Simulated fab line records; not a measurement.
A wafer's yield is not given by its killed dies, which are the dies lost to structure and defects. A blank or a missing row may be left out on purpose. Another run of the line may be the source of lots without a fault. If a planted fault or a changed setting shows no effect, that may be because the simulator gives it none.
Matching of chambers || flow gf180mcu || GF_V2_CMP_04 on cmp-01 has 4 sister chambers
The step polishes SiO2. 4 wafers are shown with their chamber, then 8 later ones without.

WAFERS WITH THEIR CHAMBER
{"wafer": "L221.1", "chamber": 3, "motorCurrentA (A)": 14.3}
{"wafer": "L225.3", "chamber": 2, "motorCurrentA (A)": 10.4}
{"wafer": "L225.6", "chamber": 0, "motorCurrentA (A)": 11.0}
{"wafer": "L226.2", "chamber": 1, "motorCurrentA (A)": 12.8}

WAFERS WHOSE CHAMBER IS MISSING
{"wafer": "L226.4", "motorCurrentA (A)": 13.4}
{"wafer": "L226.5", "motorCurrentA (A)": 13.1}
{"wafer": "L232.1", "motorCurrentA (A)": 13.1}
{"wafer": "L232.2", "motorCurrentA (A)": 10.5}
{"wafer": "L232.5", "motorCurrentA (A)": 11.3}
{"wafer": "L235.3", "motorCurrentA (A)": 13.3}
{"wafer": "L235.4", "motorCurrentA (A)": 10.8}
{"wafer": "L235.5", "motorCurrentA (A)": 10.3}

THE CHAMBER EACH PASSED THROUGH
{"wafer": "L226.4", "from the rows above": "can't be placed: 1 or 3", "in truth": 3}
{"wafer": "L226.5", "from the rows above": 1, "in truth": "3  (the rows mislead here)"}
{"wafer": "L232.1", "from the rows above": 1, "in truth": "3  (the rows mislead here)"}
{"wafer": "L232.2", "from the rows above": "can't be placed: 2 or 0", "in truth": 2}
{"wafer": "L232.5", "from the rows above": "can't be placed: 0 or 2", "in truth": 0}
{"wafer": "L235.3", "from the rows above": "can't be placed: 1 or 3", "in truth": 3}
{"wafer": "L235.4", "from the rows above": "can't be placed: 0 or 2", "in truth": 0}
{"wafer": "L235.5", "from the rows above": "can't be placed: 2 or 0", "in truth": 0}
Correct placement for 0 of the 8. These rows do not allow placing 6 (true chamber among the candidates in 6). 2 placed wrongly.
How it was worked out, from the rows above alone: a wafer's distance from a chamber is the root of the sum, over the readings, of the square of ((its reading less the chamber's mean) divided by the reading's scatter). If the next closest chamber is less than 2 further off than the closest, the wafer can't be placed; otherwise it belongs to the closest. The mean given for a chamber averages the wafers shown for that chamber. The scatter: with one shown wafer a chamber, the root of the mean of the squares of how far each hidden wafer lies from its nearest shown one.
